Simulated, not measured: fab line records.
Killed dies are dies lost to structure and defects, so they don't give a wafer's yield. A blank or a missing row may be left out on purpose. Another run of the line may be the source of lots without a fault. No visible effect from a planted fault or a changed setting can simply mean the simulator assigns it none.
Which tool was responsible?	flow sky130	route of 708 steps, sampled at 1 step: 14 lots, 42 wafers

== WHAT THE GAUGES READ, wafer by wafer ==
SKY_LI_CONTACT_THK_MEAS_23: measures by xrf. Usual: LI_CONTACT_W_THK gives 411 nm (standard deviation 5.8).
lot	measured	on	LI_CONTACT_W_THK (nm)	flag
L732	day 31 13:25	film-metro-01	411 407 415	
L736	day 32 15:33	film-metro-03	407 406 407	
L737	day 32 19:43	film-metro-02	413 416 410	
L743	day 34 10:46	film-metro-03	409 411 408	
L740	day 34 11:08	film-metro-01	412 414 404	
L745	day 34 12:19	film-metro-01	415 422 419	
L744	day 34 12:41	film-metro-02	407 411 408	
L746	day 34 18:41	film-metro-02	406 416 403	
L747	day 35 07:06	film-metro-02	405 411 403	
L748	day 35 08:31	film-metro-02	400 404 405	
L749	day 35 09:31	film-metro-01	411 414 416	
L750	day 35 19:01	film-metro-02	406 408 404	
L751	day 36 07:05	film-metro-02	402 399 402	
L753	day 36 13:58	film-metro-02	410 411 402	

== TOOL THAT RAN EACH LOT (tool first, then ch and the chambers of the sampled wafers, then the start) ==
The record shows no process step preceding these readings.

== WHAT THE TOOLS THEMSELVES READ (means of the sampled wafers that have a number; where no wafer has one, the mark that the record gives instead) ==
The record holds no such reading with a usual standard deviation.

== THE ANSWER, worked out from the rows above alone ==
Rule: take the mean of a lot's wafers that have a number; if it is more than 3 standard deviations from the usual mean, the lot is off. Also off: a lot with no number at a reading for which 4 or more lots have one. Any other lot the step has rows for is counted as sound. Order of review: gauges by route order, followed by the tools' own readings, for which a lot's mean as printed above is used. At the first step where some lot is off, the reading lying furthest off is the one used; lots without a number count as furthest.
Nothing can be told from this: no lot is off at any reading shown.

== WHAT THE SIMULATOR HAD INSERTED ==
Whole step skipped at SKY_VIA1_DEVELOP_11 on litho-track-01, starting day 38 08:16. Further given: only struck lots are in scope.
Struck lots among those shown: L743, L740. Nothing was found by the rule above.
